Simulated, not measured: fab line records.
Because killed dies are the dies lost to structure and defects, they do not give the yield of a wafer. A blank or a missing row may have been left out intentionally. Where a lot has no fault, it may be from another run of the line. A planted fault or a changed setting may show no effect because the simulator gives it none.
Which tool was responsible? / flow gf180mcu / 18 wafers from 6 lots sampled at 2 of the route's 602 steps

## WHAT THE GAUGES READ, wafer by wafer
GF_PASSIVATION_THK_MEAS_01.
lot=L315; measured=day 29 07:23; on=film-metro-03; PASSIVATION_CVD_00_THK (nm)=998 999 1016
lot=L319; measured=day 30 11:23; on=film-metro-03; PASSIVATION_CVD_00_THK (nm)=1007 1005 1015
lot=L323; measured=day 31 14:51; on=film-metro-04; PASSIVATION_CVD_00_THK (nm)=1010 1020 1027
lot=L328; measured=day 32 19:59; on=film-metro-01; PASSIVATION_CVD_00_THK (nm)=990 1008 1021
lot=L332; measured=day 33 21:29; on=film-metro-03; PASSIVATION_CVD_00_THK (nm)=996 1007 1032
lot=L334; measured=day 34 11:18; on=film-metro-03; PASSIVATION_CVD_00_THK (nm)=1007 1003 1013

## EACH LOT AND THE TOOL THAT RAN IT (in order: tool; ch and the chambers of the sampled wafers; start)
lot=L315; GF_MIM_SPUTTER_07=pvd-sputter-04, day 25 22:48
lot=L319; GF_MIM_SPUTTER_07=pvd-sputter-01, day 27 01:24
lot=L323; GF_MIM_SPUTTER_07=pvd-sputter-01, day 28 10:01
lot=L328; GF_MIM_SPUTTER_07=pvd-sputter-04, day 29 16:34
lot=L332; GF_MIM_SPUTTER_07=pvd-sputter-01, day 30 22:50
lot=L334; GF_MIM_SPUTTER_07=pvd-sputter-04, day 31 13:27
- GF_MIM_SPUTTER_07: material TiN, target thk 60 nm, time 50 s.

## THE ANSWER, worked out from the rows above alone
Rule: what is usual is taken from the lots themselves. Put in order of their means at a reading, lots are off if they are a third of the lots or fewer, leave a main group of 4 or more, and stand apart from it by a gap of 3 or more times the standard deviation of the main group's means; of several such gaps the widest counts. A main group whose means are all the same, to the digits that the tables above print for the reading, isn't used. A lot without any number at a reading at which 4 lots or more have one is off too. All remaining lots with rows at the step are treated as sound.
Nothing can be told from this: no lot is off at any reading shown.

## WHAT THE SIMULATOR HAD INSERTED
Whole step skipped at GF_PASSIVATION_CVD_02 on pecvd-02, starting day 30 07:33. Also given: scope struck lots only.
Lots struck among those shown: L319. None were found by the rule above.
